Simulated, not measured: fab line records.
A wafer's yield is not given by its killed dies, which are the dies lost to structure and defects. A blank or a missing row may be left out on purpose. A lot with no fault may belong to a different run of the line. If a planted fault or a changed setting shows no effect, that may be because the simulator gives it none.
fab line records	flow sky130
record: lots: 6	wafers: 18	lastDay: 50
route steps=708 shown VIA3@585 METAL4@598 PAD_OPEN@708
lots that met no fault: taken from a fault-free run of the same line
startH: hours from the record's opening day to when the first of the lot's shown wafers began	waitH: hours elapsed since this lot's preceding step	" as in the row above	L1.1+2: a row that stands for several wafers	- no value present, or no start provided	* or withheld: withheld	< > ~ a bound
route shown NAME@n: a module of which the file shows steps, and the number in the route of the first	usual: mean/standard deviation of fault-free wafers	same: alike in all rows	chamber/n: place in a boat	sites: each site's reading	_std_site: the values' standard deviation	_edge_site: inner sites' mean taken away from outer sites' mean	radiusMm: for every site, how far away it sits from the centre of the wafer	mask NAME#n: copy n	behind: the last tool/chamber to shape the wafer	hold: why the lot went on hold/how many hours it stayed there/how the hold came to an end	device: which transistor (n, p or np) failed to switch	end of line: tests run on the same wafers once the route is complete	a step without rows: its recipe alone	killed: the dies lost at the first sort to structure and to defects; this is not the yield of the wafer	map: a wafer's dies, marking killed ones x, the rest . and places with no die _
set.NAME: the setting that was run; set.NAME@STEP: the one run at that earlier step	model.NAME: the simulator's own value behind a step, which no gauge read
a table for each step, a row for each wafer; lots at some steps of the route
services: when a tool's chamber went out of use (startH, in hours from the record's first day, below 0 if earlier), for how many hours, and the reason
== steps ==
step: SKY_VIA3_CD_MEAS_12
recipe: targetCdNm: 200
usual: cdNm: 200.6/1.3
lot.wafer	tool	chamber	startH	waitH	cdNm
L322.1	cdSem-01	-	918.62	-	199.3
L322.4	"	-	"	"	198.3
L322.6	"	-	"	"	199.2
L326.1	cdSem-01	-	969.32	-	200.7
L326.3	"	-	"	"	199.3
L326.4	"	-	"	"	198.5
L337.2	cdSem-01	-	1019.79	-	200.8
L337.4	"	-	"	"	202.4
L337.6	"	-	"	"	201.8
L339.2	cdSem-02	-	1023.92	-	202.0
L339.3	"	-	"	"	202.9
L339.4	"	-	"	"	203.7
L340.1	cdSem-02	-	1036.87	-	199.3
L340.3	"	-	"	"	199.1
L340.4	"	-	"	"	199.4
L344.1	cdSem-01	-	1067.75	-	198.0
L344.2	"	-	"	"	199.3
L344.4	"	-	"	"	198.8
step: SKY_VIA3_OVL_MEAS_13
usual: VIA3_OVL: 2/5.6
lot.wafer	tool	chamber	startH	waitH	VIA3_OVL[nm]
L322.1	overlay-01	-	918.74	0.1	-2
L322.4	"	-	"	"	8
L322.6	"	-	"	"	5
L326.1	overlay-02	-	969.44	0.1	-5
L326.3	"	-	"	"	-3
L326.4	"	-	"	"	0
L337.2	overlay-01	-	1019.90	0.1	7
L337.4	"	-	"	"	5
L337.6	"	-	"	"	7
L339.2	overlay-02	-	1024.03	0.1	0
L339.3	"	-	"	"	0
L339.4	"	-	"	"	-4
L340.1	overlay-02	-	1036.99	0.1	2
L340.3	"	-	"	"	-1
L340.4	"	-	"	"	4
L344.1	overlay-01	-	1067.87	0.1	11
L344.2	"	-	"	"	-5
L344.4	"	-	"	"	3
step: SKY_VIA3_ETCH_14
recipe: chemistry: N2/H2	target: BARC	ionEnergyEv: 200	sourceW: 500	biasW: 100	pressureMtorr: 30	n2FlowSccm: 100	h2FlowSccm: 200	stopOn: SiO2	timeS: 45.9	targetDepthA: 600
usual: drypumpMotorCurrentA: 5.8/0.43	h2FlowSccm: 199.9/0.66	oesProductAu: 0.855/0.0045	throttleValvePct: 13.224/0.0089
lot.wafer	tool	chamber	startH	waitH	drypumpMotorCurrentA	h2FlowSccm	oesProductAu	rfHoursCounterH	throttleValvePct
L322.1	rieDiel-04	3	918.78	0.0	5.5	199.7	0.854	9	13.230
L322.4	"	2	"	"	6.3	199.8	0.850	18	13.218
L322.6	"	3	"	"	5.5	200.5	0.862	-	13.215
L326.1	rieDiel-03	0	969.48	0.0	5.7	200.5	0.854	14	13.228
L326.3	"	1	"	"	6.3	200.0	0.851	14	13.229
L326.4	"	3	"	"	5.8	199.8	0.845	23	13.238
L337.2	rieDiel-03	1	1019.93	0.0	6.3	200.9	0.854	15	13.219
L337.4	"	2	"	"	6.0	200.0	0.860	25	13.231
L337.6	"	1	"	"	6.3	199.8	0.856	-	13.229
L339.2	rieDiel-04	2	1024.06	0.0	6.3	200.0	0.861	22	13.231
L339.3	"	0	"	"	5.5	198.9	0.858	-	13.215
L339.4	"	2	"	"	6.2	199.6	0.851	-	13.223
L340.1	rieDiel-04	0	1037.03	0.0	5.5	199.4	0.857	17	13.230
L340.3	"	1	"	"	5.3	199.7	0.850	18	13.221
L340.4	"	3	"	"	5.5	199.9	0.853	13	13.229
L344.1	rieDiel-01	0	1067.91	0.0	6.6	200.9	0.863	6	13.211
L344.2	"	1	"	"	6.0	199.6	0.858	10	13.227
L344.4	"	2	"	"	5.9	199.4	0.858	17	13.204
step: SKY_VIA3_ETCH_15
recipe: target: SiO2	chemistry: C4F8/O2/Ar	targetDepthNm: 507	stopOn: TiN	maskMaterial: KrF-thick	sourceW: 1500	biasW: 1200	pressureMtorr: 40	c4f8FlowSccm: withheld	O2_flow_sccm: 6	Ar_flow_sccm: 300	timeS: 78
usual: oesProductAu: 0.946/0.0047
lot.wafer	tool	chamber	startH	waitH	oesProductAu
L322.1	rieDiel-04	3	918.82	0.0	0.945
L322.4	"	2	"	"	0.941
L322.6	"	3	"	"	0.945
L326.1	rieDiel-03	0	969.52	0.0	0.945
L326.3	"	1	"	"	0.953
L326.4	"	3	"	"	0.951
L337.2	rieDiel-03	1	1019.97	0.0	0.948
L337.4	"	2	"	"	0.937
L337.6	"	1	"	"	0.949
L339.2	rieDiel-04	2	1024.12	0.0	0.939
L339.3	"	0	"	"	0.955
L339.4	"	2	"	"	0.944
L340.1	rieDiel-04	0	1037.07	0.0	0.944
L340.3	"	1	"	"	0.942
L340.4	"	3	"	"	0.946
L344.1	rieDiel-01	0	1067.95	0.0	0.941
L344.2	"	1	"	"	0.944
L344.4	"	2	"	"	0.941
step: SKY_VIA3_STRIP_16
recipe: chemistry: O2/N2	powerW: 1400	pressureMtorr: 1500	platenTempC: withheld	o2FlowSccm: 3000	n2FlowSccm: 300	overashFraction: 0.5
usual: drypumpMotorCurrentA: 5.7/0.44	oesProductAu: 0.402/0.0046	stripTimeToEndpointS: 4.14/0.034
lot.wafer	tool	chamber	startH	waitH	drypumpMotorCurrentA	oesProductAu	rfHoursCounterH	stripTimeToEndpointS
L322.1	plasmaAsher-02	1	918.88	0.0	5.7	0.394	49	4.08
L322.4	"	0	"	"	5.6	0.397	-	4.12
L322.6	"	0	"	"	5.6	0.393	-	4.09
L326.1	plasmaAsher-02	1	969.58	0.0	5.7	0.401	54	4.13
L326.3	"	1	"	"	5.7	0.400	-	4.13
L326.4	"	0	"	"	5.6	0.408	-	4.15
L337.2	plasmaAsher-04	0	1020.03	0.0	6.7	0.398	115	4.15
L337.4	"	1	"	"	5.0	0.410	-	4.21
L337.6	"	0	"	"	6.7	0.408	-	4.15
L339.2	plasmaAsher-01	1	1024.21	0.1	5.3	0.413	93	4.17
L339.3	"	1	"	"	5.3	0.404	-	4.10
L339.4	"	0	"	"	6.0	0.405	-	4.18
L340.1	plasmaAsher-02	0	1037.13	0.0	5.6	0.408	61	4.10
L340.3	"	0	"	"	5.7	0.406	-	4.14
L340.4	"	1	"	"	5.7	0.393	-	4.09
L344.1	plasmaAsher-02	0	1068.01	0.0	5.7	0.403	65	4.11
L344.2	"	1	"	"	5.7	0.403	65	4.16
L344.4	"	0	"	"	5.7	0.403	-	4.16
step: SKY_VIA3_STRIP_17
recipe: chemistry: postEtchResidueRemover	timeS: 1200	tempC: 72.5
step: SKY_VIA3_CLEAN_18
recipe: chemistry: IPA	timeS: 180	tempC: 25
step: SKY_VIA3_CLEAN_19
recipe: chemistry: O3/DIW	dry: n2Spin
step: SKY_VIA3_SPUTTER_20
recipe: material: TiN	targetThkNm: 20	chamberPressurePa: 5	powerW: 4000	timeS: 80
step: SKY_VIA3_CVD_21
recipe: material: W	targetThkNm: 390	timeS: 117.31	tempC: 400	pressureTorr: 40
usual: heaterPowerW: 904/90
lot.wafer	tool	chamber	startH	waitH	heaterPowerW
L322.1	cvdW-02	1	919.58	0.0	1033
L322.4	"	0	"	"	884
L322.6	"	0	"	"	852
L326.1	cvdW-02	1	970.24	0.0	1012
L326.3	"	1	"	"	1024
L326.4	"	0	"	"	885
L337.2	cvdW-01	1	1020.78	0.0	854
L337.4	"	0	"	"	796
L337.6	"	0	"	"	778
L339.2	cvdW-02	1	1025.13	0.1	1014
L339.3	"	0	"	"	885
L339.4	"	1	"	"	1022
L340.1	cvdW-02	0	1037.78	0.0	892
L340.3	"	0	"	"	892
L340.4	"	1	"	"	1023
L344.1	cvdW-02	1	1068.67	0.0	1025
L344.2	"	0	"	"	870
L344.4	"	0	"	"	878
step: SKY_VIA3_RS_MEAS_22
recipe: thkMeasGauge: four-point-probe	reads: W_of_VIA3_CVD_21+TiN_of_VIA3_SPUTTER_20
usual: VIA3_W_RS: 0.294/0.0048
lot.wafer	tool	chamber	startH	waitH	VIA3_W_RS[ohm/sq]
L322.1	filmMetro-01	-	919.71	0.1	0.294
L322.4	"	-	"	"	0.287
L322.6	"	-	"	"	0.285
L326.1	filmMetro-01	-	970.36	0.1	0.299
L326.3	"	-	"	"	0.299
L326.4	"	-	"	"	0.290
L337.2	filmMetro-01	-	1020.92	0.1	0.304
L337.4	"	-	"	"	0.297
L337.6	"	-	"	"	0.298
L339.2	filmMetro-03	-	1025.27	0.1	0.295
L339.3	"	-	"	"	0.290
L339.4	"	-	"	"	0.295
L340.1	filmMetro-03	-	1037.91	0.1	0.288
L340.3	"	-	"	"	0.292
L340.4	"	-	"	"	0.297
L344.1	filmMetro-03	-	1068.79	0.1	0.291
L344.2	"	-	"	"	0.288
L344.4	"	-	"	"	0.288
step: SKY_VIA3_THK_MEAS_23
recipe: thkMeasGauge: xrf	reads: W_of_VIA3_CVD_21
usual: VIA3_W_THK: 382/7.4
lot.wafer	tool	chamber	startH	waitH	VIA3_W_THK[nm]
L322.1	filmMetro-01	-	919.83	0.1	392
L322.4	"	-	"	"	400
L322.6	"	-	"	"	401
L326.1	filmMetro-01	-	970.48	0.1	382
L326.3	"	-	"	"	378
L326.4	"	-	"	"	390
L337.2	filmMetro-01	-	1021.03	0.1	374
L337.4	"	-	"	"	381
L337.6	"	-	"	"	382
L339.2	filmMetro-03	-	1025.38	0.1	377
L339.3	"	-	"	"	387
L339.4	"	-	"	"	377
L340.1	filmMetro-03	-	1038.03	0.1	383
L340.3	"	-	"	"	381
L340.4	"	-	"	"	375
L344.1	filmMetro-03	-	1068.91	0.1	378
L344.2	"	-	"	"	383
L344.4	"	-	"	"	381
step: SKY_VIA3_CMP_24
recipe: stopOn: SiO2	tOverpolishS: 20	downForcePsi: 3.5	platenRpm: 60	targetThkNm: 0	padVelocityMS: 0.94248
usual: motorCurrentA: 10.6/1.2	overpolishRunS: 20.000/0.0085	timeToEndpointS: 95/5.1
lot.wafer	tool	chamber	startH	waitH	motorCurrentA	overpolishRunS	timeToEndpointS
L322.4	cmp-02	0	919.89	0.0	9.8	20.012	96
L322.1	"	2	"	"	10.7	19.984	99
L322.6	"	0	"	"	9.9	19.992	102
L326.1	cmp-02	0	970.54	0.1	10.0	19.994	98
L326.3	"	2	"	"	11.2	19.998	99
L326.4	"	3	"	"	10.9	19.985	93
L337.2	cmp-01	3	1021.13	0.1	10.9	19.993	88
L337.4	"	1	"	"	10.7	20.000	99
L337.6	"	3	"	"	10.2	19.997	92
L339.4	cmp-02	2	1025.54	0.1	10.5	20.009	100
L339.3	"	3	"	"	11.1	0.037	150
L339.2	"	0	"	"	10.0	20.010	99
L340.4	cmp-02	1	1038.09	0.0	8.7	19.980	90
L340.1	"	3	"	"	10.2	0.040	151
L340.3	"	0	"	"	10.4	0.039	149
L344.4	cmp-01	1	1070.56	1.6	11.0	19.995	99
L344.2	"	3	"	"	10.3	19.995	93
L344.1	"	0	"	"	12.8	19.999	100
step: SKY_METAL4_SPUTTER_00
recipe: material: Ti	targetThkNm: 15	powerW: 3000	timeS: 10	chamberPressurePa: 0.4
usual: chamberPressurePa: 0.4000/0.00077	throttleValvePct: 30.1/0.95
lot.wafer	tool	chamber	startH	waitH	chamberPressurePa	throttleValvePct
L322.1	pvdSputter-02	-	920.19	0.1	0.3999	29.5
L322.4	"	-	"	"	0.3990	28.3
L322.6	"	-	"	"	0.3999	29.6
L326.1	pvdSputter-01	-	970.84	0.2	0.4007	30.4
L326.3	"	-	"	"	0.3997	30.8
L326.4	"	-	"	"	0.4005	29.7
L337.2	pvdSputter-02	-	1021.38	0.2	0.4010	28.6
L337.4	"	-	"	"	0.3998	29.3
L337.6	"	-	"	"	0.4020	31.4
L339.2	pvdSputter-03	-	1025.84	0.1	0.3996	31.5
L339.4	"	-	"	"	0.3998	30.1
L340.4	pvdSputter-01	-	1038.39	0.2	0.3999	30.8
L344.1	pvdSputter-03	-	1070.86	0.1	0.3998	30.7
L344.2	"	-	"	"	0.4009	30.1
L344.4	"	-	"	"	0.3983	28.2
step: SKY_PAD_OPEN_PROBE_99
usual: defectLimitedYield: 82.2/1.8	killed_at_M0_to_M3: 42/6.1	killed_at_M4_up: 3.3/1.7	killedAtContacts: 25/5.4	killedAtFrontEnd: 16/4.6	killedAtOther: 0.4/0.55	killedDies: 87/8.8	killedOnRim: 18/3.6	killedOpen: 47/7.1	killedShort: 40/5.8	sort_bin_3_pad_short: 0.9/0.45	sort_bin_5_function: 10.7/1.4	sort_bin_6_memory: 6.2/1.2	sortNPass: 405/8.8	sortYieldPct: 82.2/1.8
same: grossDies: 492	killedAtBackSide: 0	sort_bin_4_leakage[%]: 0	sort_bin_8_speed[%]: 0
lot.wafer	tool	chamber	startH	waitH	defectLimitedYield[%]	killed_at_M0_to_M3	killed_at_M4_up	killedAtContacts	killedAtFrontEnd	killedAtOther	killedDies	killedOnRim	killedOpen	killedShort	sort_bin_3_pad_short[%]	sort_bin_5_function[%]	sort_bin_6_memory[%]	sortNPass	sortYieldPct[%]
L322.4	prober-02	-	1067.39	0.2	83.1	41	4	20	18	0	83	14	46	37	0.4	12.6	3.9	409	83.1
L322.6	prober-02	-	1067.49	0.2	82.5	54	0	25	6	1	86	16	51	35	0.8	10.0	6.7	406	82.5
L326.1	prober-02	-	1110.62	0.1	81.9	45	3	22	19	0	89	21	52	37	0.4	9.3	8.3	403	81.9
L326.3	prober-02	-	1110.72	0.2	84.6	37	1	19	19	0	76	19	45	31	0.8	8.3	6.3	416	84.6
L326.4	prober-02	-	1110.77	0.2	80.7	50	6	23	16	0	95	24	60	35	1.0	11.6	6.7	397	80.7
L337.2	prober-01	-	1152.99	0.1	80.3	51	4	28	14	0	97	17	50	47	0.8	11.6	7.3	395	80.3
L337.4	prober-01	-	1153.09	0.2	83.3	43	5	19	15	0	82	21	43	38	1.0	10.4	5.3	410	83.3
L337.6	prober-01	-	1153.19	0.2	83.3	44	4	17	17	0	82	20	42	38	0.8	9.8	6.1	410	83.3
L339.2	prober-02	-	1155.73	0.1	82.3	40	3	32	11	1	87	20	55	32	0.4	10.2	7.1	405	82.3
L339.3	prober-02	-	1155.78	0.2	0	444	2	27	19	0	492	96	56	39	81.3	14.6	4.1	0	0
L339.4	prober-02	-	1155.83	0.2	86.8	23	2	28	12	0	65	15	33	32	0.8	7.5	4.9	427	86.8
L340.1	prober-02	-	1162.00	0.1	0	435	4	26	27	0	492	96	56	47	79.5	15.0	5.5	0	0
L340.3	prober-02	-	1162.10	0.2	0	447	2	26	17	0	492	96	36	51	82.5	11.2	6.3	0	0
L340.4	prober-02	-	1162.15	0.2	82.3	38	2	27	19	1	87	16	49	37	1.2	8.5	7.9	405	82.3
L344.1	prober-02	-	1189.95	0.1	83.7	42	2	22	13	1	80	21	39	41	0.8	8.9	6.5	412	83.7
L344.2	prober-02	-	1190.00	0.1	80.5	47	1	29	18	1	96	17	59	36	1.4	12.6	5.5	396	80.5
L344.4	prober-02	-	1190.10	0.2	85.0	41	2	18	13	0	74	19	39	35	0.8	9.8	4.5	418	85.0
killed by level:class
L322.4 VIA1:geometricParticle:open=10 VIA1:geometricParticle:short=9 VIA3:geometricParticle:open=7 LI_CONTACT:geometricParticle:open=6 SPACER:geometricParticle:open=6 LOCAL_INTERCONNECT:geometricParticle:short=5 METAL1:geometricParticle:short=5 CONTACT:geometricParticle:open=5
L322.6 VIA1:geometricParticle:open=18 LI_CONTACT:geometricParticle:open=8 CONTACT:geometricParticle:open=8 METAL3:geometricParticle:short=6 VIA3:geometricParticle:open=6 VIA1:geometricParticle:short=5 VIA2:geometricParticle:open=5 VIA2:geometricParticle:short=4
L326.1 CONTACT:geometricParticle:open=12 VIA1:geometricParticle:open=9 VIA2:geometricParticle:open=9 VIA3:geometricParticle:open=9 FIELD_ISO:geometricParticle:short=6 POLY_GATE:geometricParticle:short=6 POLY_GATE:geometricParticle:open=5 VIA1:geometricParticle:short=5
L326.3 VIA1:geometricParticle:open=12 CONTACT:geometricParticle:open=8 VIA1:geometricParticle:short=7 CONTACT:geometricParticle:short=5 VIA2:geometricParticle:open=5 VIA3:geometricParticle:open=5 POLY_GATE:geometricParticle:short=4 LI_CONTACT:geometricParticle:open=4
L326.4 VIA1:geometricParticle:open=17 CONTACT:geometricParticle:open=8 LI_CONTACT:geometricParticle:open=8 VIA3:geometricParticle:open=6 POLY_GATE:geometricParticle:short=5 VIA1:geometricParticle:short=5 METAL1:geometricParticle:short=5 VIA2:geometricParticle:open=5
L337.2 CONTACT:geometricParticle:open=11 POLY_GATE:geometricParticle:short=8 LI_CONTACT:geometricParticle:open=8 METAL1:geometricParticle:short=8 METAL2:geometricParticle:short=8 VIA1:geometricParticle:open=8 VIA3:geometricParticle:open=7 VIA1:geometricParticle:short=6
L337.4 VIA1:geometricParticle:open=10 LI_CONTACT:geometricParticle:open=7 VIA3:geometricParticle:open=7 VIA2:geometricParticle:open=7 POLY_GATE:geometricParticle:short=5 CONTACT:geometricParticle:open=5 METAL1:geometricParticle:short=5 VIA1:geometricParticle:short=4
L337.6 VIA1:geometricParticle:open=9 VIA3:geometricParticle:open=6 METAL2:geometricParticle:short=5 VIA1:geometricParticle:short=5 LI_CONTACT:geometricParticle:open=4 POLY_GATE:geometricParticle:short=4 LOCAL_INTERCONNECT:geometricParticle:short=4 VIA2:geometricParticle:open=4
L339.2 CONTACT:geometricParticle:open=18 LI_CONTACT:geometricParticle:open=8 VIA1:geometricParticle:open=8 VIA2:geometricParticle:open=7 METAL1:geometricParticle:short=5 VIA3:geometricParticle:open=5 METAL2:geometricParticle:short=4 FIELD_ISO:geometricParticle:short=3
L339.3 VIA3:areaCmp=397 CONTACT:geometricParticle:open=13 VIA2:geometricParticle:open=9 VIA3:geometricParticle:open=7 VIA1:geometricParticle:open=7 METAL1:geometricParticle:short=6 LI_CONTACT:geometricParticle:short=6 POLY_GATE:geometricParticle:short=5
L339.4 CONTACT:geometricParticle:open=10 LI_CONTACT:geometricParticle:open=5 LOCAL_INTERCONNECT:geometricParticle:short=5 CONTACT:geometricParticle:short=5 POLY_GATE:geometricParticle:short=4 VIA1:geometricParticle:open=4 METAL2:geometricParticle:short=4 VIA2:geometricParticle:open=4
L340.1 VIA3:areaCmp=388 CONTACT:geometricParticle:open=12 VIA1:geometricParticle:open=11 LI_CONTACT:geometricParticle:open=10 FIELD_ISO:geometricParticle:short=7 METAL1:geometricParticle:short=7 METAL2:geometricParticle:short=6 FIELD_ISO:geometricParticle:open=5
L340.3 VIA3:areaCmp=404 METAL1:geometricParticle:short=11 CONTACT:geometricParticle:short=9 VIA1:geometricParticle:open=9 VIA1:geometricParticle:short=8 CONTACT:geometricParticle:open=7 LI_CONTACT:geometricParticle:short=5 METAL2:geometricParticle:short=5
L340.4 CONTACT:geometricParticle:open=10 VIA1:geometricParticle:open=10 POLY_GATE:geometricParticle:short=7 LI_CONTACT:geometricParticle:open=7 VIA3:geometricParticle:open=6 VIA2:geometricParticle:open=5 POLY_GATE:geometricParticle:open=4 LOCAL_INTERCONNECT:geometricParticle:short=4
L344.1 CONTACT:geometricParticle:open=9 FIELD_ISO:geometricParticle:open=6 LI_CONTACT:geometricParticle:open=6 METAL1:geometricParticle:short=6 CONTACT:geometricParticle:short=5 METAL2:geometricParticle:short=5 VIA1:geometricParticle:short=5 VIA1:geometricParticle:open=5
L344.2 VIA2:geometricParticle:open=14 CONTACT:geometricParticle:open=10 FIELD_ISO:geometricParticle:open=9 LI_CONTACT:geometricParticle:open=8 VIA1:geometricParticle:open=7 METAL1:geometricParticle:short=7 CONTACT:geometricParticle:short=6 VIA3:geometricParticle:open=6
L344.4 VIA1:geometricParticle:open=9 METAL1:geometricParticle:short=7 CONTACT:geometricParticle:open=7 LOCAL_INTERCONNECT:geometricParticle:short=5 VIA2:geometricParticle:open=5 FIELD_ISO:geometricParticle:open=4 METAL2:geometricParticle:short=4 SPACER:geometricParticle:open=3
map L339.3 (x killed, . not)
__________xxxxxxxxxx_________
________xxxxxxxxxxxxxx_______
______xxxxxxxxxxxxxxxxxx_____
_____xxxxxxxxxxxxxxxxxxxx____
____xxxxxxxxxxxxxxxxxxxxxx___
___xxxxxxxxxxxxxxxxxxxxxxxx__
__xxxxxxxxxxxxxxxxxxxxxxxxxx_
_xxxxxxxxxxxxxxxxxxxxxxxxxxxx
_xxxxxxxxxxxxxxxxxxxxxxxxxxxx
_xxxxxxxxxxxxxxxxxxxxxxxxxxxx
_xxxxxxxxxxxxxxxxxxxxxxxxxxxx
_xxxxxxxxxxxxxxxxxxxxxxxxxxxx
_xxxxxxxxxxxxxxxxxxxxxxxxxxxx
_xxxxxxxxxxxxxxxxxxxxxxxxxxxx
_xxxxxxxxxxxxxxxxxxxxxxxxxxxx
__xxxxxxxxxxxxxxxxxxxxxxxxxx_
___xxxxxxxxxxxxxxxxxxxxxxxx__
____xxxxxxxxxxxxxxxxxxxxxx___
_____xxxxxxxxxxxxxxxxxxxx____
______xxxxxxxxxxxxxxxxxx_____
________xxxxxxxxxxxxxx_______
__________xxxxxxxxxx_________
map L340.1 (x killed, . not)
__________xxxxxxxxxx_________
________xxxxxxxxxxxxxx_______
______xxxxxxxxxxxxxxxxxx_____
_____xxxxxxxxxxxxxxxxxxxx____
____xxxxxxxxxxxxxxxxxxxxxx___
___xxxxxxxxxxxxxxxxxxxxxxxx__
__xxxxxxxxxxxxxxxxxxxxxxxxxx_
_xxxxxxxxxxxxxxxxxxxxxxxxxxxx
_xxxxxxxxxxxxxxxxxxxxxxxxxxxx
_xxxxxxxxxxxxxxxxxxxxxxxxxxxx
_xxxxxxxxxxxxxxxxxxxxxxxxxxxx
_xxxxxxxxxxxxxxxxxxxxxxxxxxxx
_xxxxxxxxxxxxxxxxxxxxxxxxxxxx
_xxxxxxxxxxxxxxxxxxxxxxxxxxxx
_xxxxxxxxxxxxxxxxxxxxxxxxxxxx
__xxxxxxxxxxxxxxxxxxxxxxxxxx_
___xxxxxxxxxxxxxxxxxxxxxxxx__
____xxxxxxxxxxxxxxxxxxxxxx___
_____xxxxxxxxxxxxxxxxxxxx____
______xxxxxxxxxxxxxxxxxx_____
________xxxxxxxxxxxxxx_______
__________xxxxxxxxxx_________
== services ==
tool	chamber	startH	hours	kind
cvdW-01	-	904.00	14.0	pm
cmp-02	-	912.00	4.0	pm
cvdW-02	-	913.86	0.3	repair
pvdSputter-02	-	937.08	8.5	repair
rieDiel-03	2	938.44	2.9	repair
cvdW-02	-	947.31	6.0	pm
rieDiel-01	-	953.66	0.3	repair
plasmaAsher-01	-	955.61	2.8	pm
cmp-02	-	956.47	1.6	repair
pvdSputter-02	-	971.56	2.9	repair
rieDiel-03	0	974.98	3.8	repair
rieDiel-03	1	980.61	33.0	repair
rieDiel-03	2	989.35	9.6	repair
rieDiel-04	1	991.38	3.7	repair
cmp-02	-	992.42	0.3	repair
cmp-02	-	1007.42	3.6	repair
cmp-01	-	1019.92	0.7	repair
rieDiel-04	1	1020.80	5.2	repair
rieDiel-04	3	1023.52	9.2	repair
rieDiel-01	2	1025.73	1.3	repair
cmp-02	-	1031.35	0.3	repair
cmp-02	-	1040.95	0.4	repair
rieDiel-04	-	1043.00	2.8	pm
pvdSputter-01	-	1054.43	6.4	repair
== key ==
firstSign: step: SKY_VIA3_CMP_24	reading: overpolishRunS	direction: down	sigmas: 99+	usual: 20.000	struck: 0.038
effect: step: SKY_VIA3_CMP_24	reading: timeToEndpointS	direction: up	sigmas: 11	usual: *	struck: *
effect: step: SKY_PAD_OPEN_PROBE_99	reading: sort_bin_3_pad_short	direction: up	sigmas: 99+	usual: 0.9	struck: 81.1
moreKillsBornAt: SKY_VIA3_CMP_24@cmp-02: 1189
metAt SKY_VIA3_CMP_24
struckWafers L339.3,L340.1,L340.3
laterRowsLeftOut L339.3,L340.1,L340.3
onsetBetween 970.54 1025.54
fault: kind: processParameterDrift	tool: cmp-02	chamber: -	onsetH: 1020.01	steps: SKY_VIA3_CMP_24	channel: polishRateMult	offset: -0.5	shape: step	endH: 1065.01	scope: struckWafersOnly
laterRowsLeftOut: the simulator's readings of these wafers behind a module that went badly wrong aren't trusted and aren't shown, but for the sort
